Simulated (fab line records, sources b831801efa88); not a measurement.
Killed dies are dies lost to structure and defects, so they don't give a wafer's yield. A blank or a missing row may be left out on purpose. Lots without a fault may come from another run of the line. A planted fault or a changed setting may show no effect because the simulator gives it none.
fab line records | flow sky130
record lots=5 wafers=15 last_day=50
route steps=708 shown POLY_GATE@232 LDD_N@237
lots that met no fault: from a run of the same line without faults
start_h: hours from the record's first day to the start of the lot's first wafer shown | wait_h: hours since the lot's step before | " the same as in the row above | L1.1+2: a row that stands for several wafers | - no value, or no start given | * or withheld: withheld | < > ~ a bound
route shown NAME@n: a module of which the file shows steps, and the number in the route of the first | usual: mean/standard deviation of fault-free wafers | same: alike in all rows | chamber/n: place in a boat | sites: the reading at each site | _std_site: their standard deviation | _edge_site: outer sites' mean less inner sites' | radius_mm: how far each site lies from the wafer's centre | mask NAME#n: copy n | behind: the tool/chamber that last shaped the wafer | hold: why the lot was held/for how many hours/how that ended | device: the transistor (n, p or np) that didn't switch | end of line: the same wafers' tests at the end of the route | a step without rows: its recipe alone | killed: dies lost to structure and defects at the first sort, not the wafer's yield | map: a wafer's dies, x killed, . not, _ none there
set.NAME: the setting as run; set.NAME@STEP: as run at that earlier step | model.NAME: the simulator's own value behind a step, which no gauge read
lots at some steps of the route; a table a step, a row a wafer
services: from which hour (start_h, from the record's first day; less than 0 if before it) a tool's chamber was out of use, for how many hours, and why
## steps
# step SKY_POLY_GATE_STRIP_18
# recipe chemistry=O2/N2 power_w=1400 pressure_mtorr=1500 platen_temp_c=withheld o2_flow_sccm=3000 n2_flow_sccm=300 overash_fraction=0.5
# usual drypump_motor_current_A=5.8/0.4 oes_product_au=0.362/0.0044 strip_time_to_endpoint_s=3.185/0.027
# columns lot.wafer tool chamber start_h wait_h drypump_motor_current_A oes_product_au rf_hours_counter_h strip_time_to_endpoint_s
L081.2 plasma_asher-01 0 433.88 0.0 5.7 0.363 77 3.198
L081.4 " 1 " " 6.6 0.364 - 3.215
L081.6 " 1 " " 6.6 0.366 - 3.214
L084.2 plasma_asher-04 0 460.53 0.0 5.8 0.363 66 3.145
L084.5 " 1 " " 6.1 0.361 - 3.193
L084.6 " 0 " " 5.8 0.364 - 3.180
L086.2 plasma_asher-02 1 473.58 0.0 5.6 0.367 31 3.229
L086.3 " 1 " " 5.6 0.364 - 3.149
L086.4 " 0 " " 5.2 0.365 - 3.186
L088.1 plasma_asher-04 1 518.58 0.0 6.1 0.371 71 3.170
L088.3 " 1 " " 6.1 0.361 - 3.186
L088.4 " 0 " " 5.7 0.361 - 3.190
L091.2 plasma_asher-01 1 550.26 0.0 6.6 0.364 84 3.209
L091.3 " 1 " " 6.6 0.363 - 3.230
L091.4 " 0 " " 5.8 0.362 - 3.233
# step SKY_POLY_GATE_CLEAN_19
# recipe chemistry=SC1/SC2 mix=1:4:20 temp_c=70 time_s=150 dry=n2_spin
# columns lot.wafer tool chamber start_h wait_h
L081.2+4+6 wet_bench-01 1 433.98 0.1
L084.2+5+6 wet_bench-03 1 460.63 0.1
L086.2+3+4 wet_bench-03 1 473.68 0.1
L088.1+3+4 wet_bench-03 3 518.68 0.1
L091.2+3+4 wet_bench-03 0 550.36 0.1
# step SKY_POLY_GATE_OXIDATION_20
# recipe temp_c=850 ambient=O2 stabilise_s=600 purge_s=300 target_thk_a=40 ox_time_s=899
# usual zone_power_lower_pct=14.4/0.66
# same stabilise_s=600
# columns lot.wafer tool chamber start_h wait_h zone_power_lower_pct
L081.2 furnace-02 0 436.38 2.4 15.2
L081.4 " 0 " " 15.3
L081.6 " 0 " " 15.1
L084.2 furnace-02 0 460.72 0.0 15.2
L084.5 " 0 " " 15.0
L084.6 " 0 " " 15.2
L086.2 furnace-02 0 474.18 0.5 15.1
L086.3 " 0 " " 15.2
L086.4 " 0 " " 14.9
L088.1 furnace-02 0 518.96 0.2 15.0
L088.3 " 0 " " 15.2
L088.4 " 0 " " 15.1
L091.2 furnace-01 0 551.73 1.3 13.7
L091.3 " 0 " " 14.0
L091.4 " 0 " " 13.8
# step SKY_POLY_GATE_THK_MEAS_21
# recipe reads=SiO2_of_POLY_GATE_OXIDATION_20
# usual POLY_GATE_OXIDATION_THK=3.96/0.087
# columns lot.wafer tool chamber start_h wait_h POLY_GATE_OXIDATION_THK[nm]
L081.2 film_metro-02 - 437.64 0.0 4.00
L081.4 " - " " 4.00
L081.6 " - " " 4.06
L084.2 film_metro-02 - 461.98 0.0 3.94
L084.5 " - " " 3.97
L084.6 " - " " 3.93
L086.2 film_metro-03 - 475.44 0.0 3.98
L086.3 " - " " 4.04
L086.4 " - " " 4.02
L088.1 film_metro-03 - 520.24 0.0 3.98
L088.3 " - " " 4.06
L088.4 " - " " 3.93
L091.2 film_metro-02 - 553.01 0.0 4.06
L091.3 " - " " 4.07
L091.4 " - " " 3.99
# step SKY_POLY_GATE_CD_MEAS_22
# usual cd_nm=150.2/1.9
# columns lot.wafer tool chamber start_h wait_h cd_nm
L081.2 cd_sem-01 - 437.72 0.1 147.5
L081.4 " - " " 149.8
L081.6 " - " " 150.0
L084.2 cd_sem-01 - 462.06 0.1 151.8
L084.5 " - " " 150.6
L084.6 " - " " 155.7
L086.2 cd_sem-02 - 475.52 0.1 148.2
L086.3 " - " " 153.2
L086.4 " - " " 149.3
L088.1 cd_sem-01 - 520.40 0.2 148.7
L088.3 " - " " 147.9
L088.4 " - " " 150.9
L091.2 cd_sem-01 - 553.09 0.1 149.9
L091.3 " - " " 152.4
L091.4 " - " " 151.1
# step SKY_LDD_N_DEHYDRATE_00
# recipe temp_c=200 time_s=60
# usual exhaust_pa=45.1/0.85
# columns lot.wafer tool chamber start_h wait_h exhaust_pa
L081.2 litho_track-01 0 452.61 14.9 46.8
L081.4 " 0 " " 46.7
L081.6 " 0 " " 45.7
L084.2 litho_track-02 0 477.51 15.4 44.9
L084.5 " 0 " " 43.0
L084.6 " 0 " " 44.8
L086.2 litho_track-04 0 489.46 13.9 46.6
L086.3 " 0 " " 45.5
L086.4 " 0 " " 44.6
L088.1 litho_track-04 0 534.74 14.3 43.6
L088.3 " 0 " " 43.8
L088.4 " 0 " " 45.6
L091.2 litho_track-02 0 568.56 15.4 45.8
L091.3 " 0 " " 45.0
L091.4 " 0 " " 45.2
# step SKY_LDD_N_HMDS_01
# recipe prime_time_s=60 prime_temp_c=120
# usual exhaust_pa=45.1/0.88
# columns lot.wafer tool chamber start_h wait_h exhaust_pa
L081.2 litho_track-01 0 452.76 0.1 45.6
L081.4 " 0 " " 46.2
L081.6 " 0 " " 47.2
L084.2 litho_track-02 0 477.66 0.1 46.1
L084.5 " 0 " " 44.5
L084.6 " 0 " " 43.9
L086.2 litho_track-04 0 489.61 0.1 44.4
L086.3 " 0 " " 45.0
L086.4 " 0 " " 44.9
L088.1 litho_track-04 0 534.89 0.1 46.0
L088.3 " 0 " " 45.1
L088.4 " 0 " " 44.7
L091.2 litho_track-02 0 568.71 0.1 44.7
L091.3 " 0 " " 45.6
L091.4 " 0 " " 44.9
# step SKY_LDD_N_COAT_02
# recipe resist=NOVOLAK spin_rpm=3000 resist_thk_nm=300
# usual exhaust_pa=45.0/0.82
# columns lot.wafer tool chamber start_h wait_h exhaust_pa
L081.2 litho_track-01 0 452.91 0.1 44.1
L081.4 " 0 " " 44.9
L081.6 " 0 " " 45.5
L084.2 litho_track-02 0 477.81 0.1 44.9
L084.5 " 0 " " 44.7
L084.6 " 0 " " 44.4
L086.2 litho_track-04 0 489.76 0.1 46.2
L086.3 " 0 " " 45.7
L086.4 " 0 " " 45.6
L088.1 litho_track-04 0 535.04 0.1 43.8
L088.3 " 0 " " 44.7
L088.4 " 0 " " 45.2
L091.2 litho_track-02 0 568.86 0.1 45.3
L091.3 " 0 " " 45.1
L091.4 " 0 " " 43.6
# step SKY_LDD_N_SOFTBAKE_03
# recipe temp_c=90 time_s=60 resist=NOVOLAK
# usual exhaust_pa=44.8/0.82
# columns lot.wafer tool chamber start_h wait_h exhaust_pa
L081.2 litho_track-01 0 453.06 0.1 43.5
L081.4 " 0 " " 44.0
L081.6 " 0 " " 44.4
L084.2 litho_track-02 0 477.96 0.1 45.3
L084.5 " 0 " " 44.9
L084.6 " 0 " " 45.0
L086.2 litho_track-04 0 489.91 0.1 43.3
L086.3 " 0 " " 45.2
L086.4 " 0 " " 44.4
L088.1 litho_track-04 0 535.19 0.1 44.4
L088.3 " 0 " " 45.1
L088.4 " 0 " " 43.4
L091.2 litho_track-02 0 569.01 0.1 44.3
L091.3 " 0 " " 46.5
L091.4 " 0 " " 44.3
# step SKY_LDD_N_EXPOSE_04
# recipe mask_id=NTM target_cd_nm=840 na=0.6 source_shape=conventional sigma_outer=0.6 dose_mj=110
# columns lot.wafer tool chamber start_h wait_h mask
L081.2+4+6 iline_stepper-02 0 - - NTM#0
L084.2+5+6 iline_stepper-02 0 - - NTM#0
L086.2+3+4 iline_stepper-02 0 - - NTM#0
L088.1+3+4 iline_stepper-02 0 - - NTM#0
L091.2+3+4 iline_stepper-01 0 - - NTM#0
# step SKY_LDD_N_PEB_05
# recipe temp_c=withheld time_s=* resist=NOVOLAK
# usual exhaust_pa=45.0/0.97
# columns lot.wafer tool chamber start_h wait_h exhaust_pa
L081.2 litho_track-04 0 - - 44.9
L081.4 " 0 " " 43.4
L081.6 " 0 " " 45.6
L084.2 litho_track-04 0 - - 45.1
L084.5 " 0 " " 43.8
L084.6 " 0 " " 45.1
L086.2 litho_track-02 0 - - 44.4
L086.3 " 0 " " 44.6
L086.4 " 0 " " 44.0
L088.1 litho_track-02 0 - - 46.6
L088.3 " 0 " " 44.9
L088.4 " 0 " " 46.1
L091.2 litho_track-01 0 - - 43.6
L091.3 " 0 " " 44.3
L091.4 " 0 " " 43.7
# step SKY_LDD_N_DEVELOP_06
# recipe develop_time_s=60 dev_temp_c=23
# usual exhaust_pa=44.8/0.93
# columns lot.wafer tool chamber start_h wait_h exhaust_pa
L081.2 litho_track-04 0 468.66 0.1 46.7
L081.4 " 0 " " 46.3
L081.6 " 0 " " 44.4
L084.2 litho_track-04 0 491.46 0.1 43.8
L084.5 " 0 " " 44.3
L084.6 " 0 " " 42.9
L086.2 litho_track-02 0 514.06 0.1 44.7
L086.3 " 0 " " 45.5
L086.4 " 0 " " 46.1
L088.1 litho_track-02 0 550.48 0.1 44.4
L088.3 " 0 " " 44.9
L088.4 " 0 " " 45.3
L091.2 litho_track-01 0 582.86 0.1 44.6
L091.3 " 0 " " 44.5
L091.4 " 0 " " 44.4
# step SKY_LDD_N_OVL_MEAS_07
# usual LDD_N_OVL=-0.2/1.4
# columns lot.wafer tool chamber start_h wait_h LDD_N_OVL[nm]
L081.2 overlay-02 - 468.79 0.1 1.1
L081.4 " - " " 0.5
L081.6 " - " " -0.8
L084.2 overlay-02 - 491.59 0.1 0.7
L084.5 " - " " 0.4
L084.6 " - " " 2.1
L086.2 overlay-01 - 514.19 0.1 1.4
L086.3 " - " " 4.1
L086.4 " - " " 1.0
L088.1 overlay-02 - 550.63 0.1 -0.9
L088.3 " - " " -3.2
L088.4 " - " " -0.2
L091.2 overlay-02 - 582.99 0.1 0.0
L091.3 " - " " 0.3
L091.4 " - " " -1.3
# step SKY_LDD_N_IMPLANT_08
# recipe species=As energy_kev=20 dose_cm2=7.5e+13 tilt_deg=withheld rotation_deg=23
# usual beam_on_s=10.00/0.2
# columns lot.wafer tool chamber start_h wait_h beam_on_s
L081.2 implanter-01 0 468.85 0.0 10.38
L081.4 " 0 " " 9.79
L081.6 " 0 " " 10.00
L084.2 implanter-04 0 491.65 0.0 10.15
L084.5 " 0 " " 10.21
L084.6 " 0 " " 10.21
L086.2 implanter-02 0 514.24 0.0 10.38
L086.3 " 0 " " 9.87
L086.4 " 0 " " 10.08
L088.1 implanter-01 0 550.67 0.0 9.92
L088.3 " 0 " " 10.22
L088.4 " 0 " " 10.33
L091.2 implanter-02 0 583.05 0.0 9.69
L091.3 " 0 " " 10.39
L091.4 " 0 " " 10.30
# step SKY_LDD_N_IMPLANT_09
# recipe species=As energy_kev=20 dose_cm2=7.5e+13 tilt_deg=withheld rotation_deg=113
# usual beam_on_s=10.02/0.2
# columns lot.wafer tool chamber start_h wait_h beam_on_s
L081.2 implanter-01 0 469.00 0.1 9.93
L081.4 " 0 " " 9.68
L081.6 " 0 " " 10.17
L084.2 implanter-04 0 491.80 0.1 9.99
L084.5 " 0 " " 10.05
L084.6 " 0 " " 10.17
L086.2 implanter-02 0 514.39 0.1 9.82
L086.3 " 0 " " 10.14
L086.4 " 0 " " 10.10
L088.1 implanter-01 0 550.82 0.1 10.11
L088.3 " 0 " " 10.27
L088.4 " 0 " " 10.34
L091.2 implanter-02 0 583.20 0.1 10.04
L091.3 " 0 " " 9.87
L091.4 " 0 " " 9.99
# step SKY_LDD_N_IMPLANT_10
# recipe species=As energy_kev=20 dose_cm2=7.5e+13 tilt_deg=withheld rotation_deg=203
# usual beam_on_s=10.00/0.21
# columns lot.wafer tool chamber start_h wait_h beam_on_s
L081.2 implanter-01 0 469.15 0.1 9.76
L081.4 " 0 " " 9.70
L081.6 " 0 " " 9.92
L084.2 implanter-04 0 491.95 0.1 10.16
L084.5 " 0 " " 9.93
L084.6 " 0 " " 9.98
L086.2 implanter-02 0 514.54 0.1 9.53
L086.3 " 0 " " 10.08
L086.4 " 0 " " 10.32
L088.1 implanter-01 0 550.97 0.1 9.84
L088.3 " 0 " " 10.27
L088.4 " 0 " " 10.28
L091.2 implanter-02 0 583.35 0.1 10.23
L091.3 " 0 " " 10.38
L091.4 " 0 " " 9.71
# step SKY_LDD_N_IMPLANT_11
# recipe species=As energy_kev=20 dose_cm2=7.5e+13 tilt_deg=withheld rotation_deg=293
# usual beam_on_s=9.98/0.19
# columns lot.wafer tool chamber start_h wait_h beam_on_s
L081.2 implanter-01 0 469.30 0.1 9.99
L081.4 " 0 " " 10.29
L081.6 " 0 " " 10.15
L084.2 implanter-04 0 492.10 0.1 9.91
L084.5 " 0 " " 9.86
L084.6 " 0 " " 10.19
L086.2 implanter-02 0 514.69 0.1 10.08
L086.3 " 0 " " 9.62
L086.4 " 0 " " 9.93
L088.1 implanter-01 0 551.12 0.1 10.05
L088.3 " 0 " " 10.03
L088.4 " 0 " " 9.62
L091.2 implanter-02 0 583.50 0.1 9.94
L091.3 " 0 " " 10.06
L091.4 " 0 " " 9.93
# step SKY_LDD_N_IMPLANT_12
# recipe species=BF2 energy_kev=50 dose_cm2=5e+12 tilt_deg=30 rotation_deg=0
# usual beam_on_s=9.97/0.19
# columns lot.wafer tool chamber start_h wait_h beam_on_s
L081.2 implanter-01 0 469.45 0.1 10.13
L081.4 " 0 " " 9.68
L081.6 " 0 " " 9.85
L084.2 implanter-04 0 492.25 0.1 9.51
L084.5 " 0 " " 9.90
L084.6 " 0 " " 10.14
L086.2 implanter-02 0 514.84 0.1 9.77
L086.3 " 0 " " 10.36
L086.4 " 0 " " 9.66
L088.1 implanter-01 0 551.27 0.1 10.24
L088.3 " 0 " " 9.94
L088.4 " 0 " " 10.02
L091.2 implanter-02 0 583.65 0.1 10.30
L091.3 " 0 " " 10.11
L091.4 " 0 " " 9.83
# step SKY_LDD_N_IMPLANT_13
# recipe species=BF2 energy_kev=50 dose_cm2=5e+12 tilt_deg=30 rotation_deg=90
# usual beam_on_s=10.00/0.2
# columns lot.wafer tool chamber start_h wait_h beam_on_s
L081.2 implanter-01 0 469.60 0.1 10.19
L081.4 " 0 " " 10.09
L081.6 " 0 " " 9.68
L084.2 implanter-04 0 492.40 0.1 10.15
L084.5 " 0 " " 10.07
L084.6 " 0 " " 10.36
L086.2 implanter-02 0 514.99 0.1 9.48
L086.3 " 0 " " 10.14
L086.4 " 0 " " 10.25
L088.1 implanter-01 0 551.42 0.1 10.21
L088.3 " 0 " " 9.97
L088.4 " 0 " " 9.89
L091.2 implanter-02 0 583.80 0.1 10.02
L091.3 " 0 " " 9.81
L091.4 " 0 " " 9.92
# step SKY_LDD_N_IMPLANT_14
# recipe species=BF2 energy_kev=50 dose_cm2=5e+12 tilt_deg=30 rotation_deg=180
# usual beam_on_s=10.05/0.2
# columns lot.wafer tool chamber start_h wait_h beam_on_s
L081.2 implanter-01 0 469.75 0.1 9.93
L081.4 " 0 " " 9.84
L081.6 " 0 " " 9.79
L084.2 implanter-04 0 492.55 0.1 10.00
L084.5 " 0 " " 10.21
L084.6 " 0 " " 10.29
L086.2 implanter-02 0 515.14 0.1 10.26
L086.3 " 0 " " 9.86
L086.4 " 0 " " 10.22
L088.1 implanter-01 0 551.57 0.1 10.17
L088.3 " 0 " " 10.23
L088.4 " 0 " " 9.98
L091.2 implanter-02 0 583.95 0.1 10.13
L091.3 " 0 " " 9.93
L091.4 " 0 " " 10.11
# step SKY_LDD_N_IMPLANT_15
# recipe species=BF2 energy_kev=50 dose_cm2=5e+12 tilt_deg=30 rotation_deg=270
# usual beam_on_s=10.00/0.21
# columns lot.wafer tool chamber start_h wait_h beam_on_s
L081.2 implanter-01 0 469.90 0.1 10.02
L081.4 " 0 " " 9.62
L081.6 " 0 " " 9.99
L084.2 implanter-04 0 492.70 0.1 9.67
L084.5 " 0 " " 10.13
L084.6 " 0 " " 10.02
L086.2 implanter-02 0 515.29 0.1 10.05
L086.3 " 0 " " 10.15
L086.4 " 0 " " 10.16
L088.1 implanter-01 0 551.72 0.1 10.12
L088.3 " 0 " " 9.97
L088.4 " 0 " " 10.03
L091.2 implanter-02 0 584.10 0.1 10.05
L091.3 " 0 " " 10.07
L091.4 " 0 " " 10.09
# step SKY_LDD_N_STRIP_16
# recipe chemistry=O2/N2 power_w=1400 pressure_mtorr=1500 platen_temp_c=withheld o2_flow_sccm=3000 n2_flow_sccm=300 overash_fraction=0.5
# usual drypump_motor_current_A=5.9/0.37 oes_product_au=0.407/0.005 strip_time_to_endpoint_s=4.316/0.016
# columns lot.wafer tool chamber start_h wait_h drypump_motor_current_A oes_product_au rf_hours_counter_h strip_time_to_endpoint_s
L081.2 plasma_asher-04 0 470.02 0.1 5.7 0.411 67 4.316
L081.4 " 0 " " 5.7 0.408 - 4.313
L081.6 " 0 " " 5.7 0.410 - 4.325
L084.2 plasma_asher-04 1 492.82 0.1 6.1 0.409 69 4.325
L084.5 " 1 " " 6.1 0.402 - 4.306
L084.6 " 0 " " 5.7 0.413 - 4.327
L086.2 plasma_asher-03 0 515.42 0.1 5.3 0.400 9 4.305
L086.3 " 0 " " 5.3 0.405 - 4.276
L086.4 " 1 " " 5.7 0.407 - 4.288
L088.1 plasma_asher-01 0 551.87 0.1 5.7 0.399 84 4.275
L088.3 " 0 " " 5.7 0.399 - 4.282
L088.4 " 1 " " 6.5 0.407 - 4.330
L091.2 plasma_asher-04 0 584.22 0.1 5.7 0.407 78 4.343
L091.3 " 0 " " 5.8 0.401 - 4.317
L091.4 " 1 " " 6.1 0.409 - 4.350
# step SKY_LDD_N_TW_MEAS_17
# usual LDD_N_TW=2589/12
# columns lot.wafer tool chamber start_h wait_h LDD_N_TW
L081.2 film_metro-01 - 470.13 0.1 2583
L081.4 " - " " 2589
L081.6 " - " " 2563
L084.2 film_metro-02 - 492.93 0.1 2600
L084.5 " - " " 2592
L084.6 " - " " 2593
L086.2 film_metro-04 - 515.53 0.1 2581
L086.3 " - " " 2583
L086.4 " - " " 2593
L088.1 film_metro-01 - 551.97 0.1 2598
L088.3 " - " " 2596
L088.4 " - " " 2575
L091.2 film_metro-04 - 584.33 0.1 2600
L091.3 " - " " 2613
L091.4 " - " " 2616
## services
# columns tool chamber start_h hours kind
iline_stepper-02 - 411.31 1.7 pm
implanter-04 - 420.82 5.7 repair
plasma_asher-03 - 421.25 9.0 pm
furnace-01 - 426.89 4.2 pm
iline_stepper-02 - 433.66 2.1 pm
furnace-01 - 434.03 3.1 pm
plasma_asher-01 - 435.12 40.8 repair
iline_stepper-02 - 435.74 - consumable_replace:lamp
implanter-04 - 438.17 0.6 repair
implanter-02 - 454.47 5.3 pm
plasma_asher-02 - 462.74 0.7 repair
plasma_asher-04 - 467.00 0.3 repair
iline_stepper-01 - 478.86 1.7 pm
iline_stepper-01 - 485.22 16.6 repair
iline_stepper-02 - 488.31 13.1 repair
plasma_asher-03 - 519.50 0.5 repair
plasma_asher-04 - 532.02 2.8 pm
furnace-02 - 532.18 4.0 pm
plasma_asher-02 - 538.81 0.7 repair
plasma_asher-01 - 544.78 4.2 repair
iline_stepper-01 - 559.29 7.1 repair
plasma_asher-04 - 562.29 14.6 pm
implanter-02 - 563.97 3.8 repair
furnace-02 - 570.23 5.0 pm
## key
fault none
